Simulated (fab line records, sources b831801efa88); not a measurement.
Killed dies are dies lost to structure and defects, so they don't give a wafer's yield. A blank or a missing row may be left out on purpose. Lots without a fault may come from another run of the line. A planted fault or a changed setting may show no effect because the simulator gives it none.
Which tool did it? | flow gf180mcu | 6 lots, 18 wafers sampled, at 2 steps of a route of 602

WHAT THE GAUGES READ, wafer by wafer
GF_VT_IMPLANT_RS_MEAS_47: measures by four-point-probe.
lot  | measured     | on            | NWELL_RS (ohm/sq)
L720 | day 7 19:23  | film_metro-01 | 488.3 489.0 489.7
L722 | day 8 11:46  | film_metro-01 | 487.6 489.0 488.3
L724 | day 9 05:20  | film_metro-03 | 487.3 486.6 485.8
L731 | day 11 03:52 | film_metro-03 | 499.2 497.7 498.3
L736 | day 12 16:21 | film_metro-02 | 486.6 486.8 488.5
L739 | day 13 13:07 | film_metro-02 | 489.2 489.5 488.8

WHICH TOOL RAN EACH LOT (tool, then ch and the chambers of the sampled wafers, then the start)
lot  | GF_NWELL_IMPLANT_08
L720 | implanter-04 ch 0, day 3 13:19
L722 | implanter-01 ch 0, day 4 01:20
L724 | implanter-03 ch 0, day 4 13:30
L731 | implanter-04 ch 0, day 5 23:02
L736 | implanter-03 ch 0, day 7 04:07
L739 | implanter-01 ch 0, day 7 21:20
- GF_NWELL_IMPLANT_08

THE ANSWER, worked out from the rows above alone
Rule: what is usual is taken from the lots themselves. Put in order of their means at a reading, lots are off if they are a third of the lots or fewer, leave a main group of 4 or more, and stand apart from it by a gap of 3 or more times the standard deviation of the main group's means; of several such gaps the widest counts. A main group whose means are all the same, to the digits that the tables above print for the reading, isn't used. A lot without any number at a reading at which 4 lots or more have one is off too. The other lots that the step has rows for count as sound.
Off: L731, at GF_VT_IMPLANT_RS_MEAS_47 (NWELL_RS). The main group: mean 488.1 ohm/sq, standard deviation 1.
A tool fits if, at a process step before that reading, it ran every lot that is off, and no sound lot after the first of them. The gauges at GF_VT_IMPLANT_RS_MEAS_47 are tried like those tools. Can't be told from this: 2 tools fit, implanter-04 at GF_NWELL_IMPLANT_08, film_metro-03 at GF_VT_IMPLANT_RS_MEAS_47.

WHAT THE SIMULATOR HAD PUT IN
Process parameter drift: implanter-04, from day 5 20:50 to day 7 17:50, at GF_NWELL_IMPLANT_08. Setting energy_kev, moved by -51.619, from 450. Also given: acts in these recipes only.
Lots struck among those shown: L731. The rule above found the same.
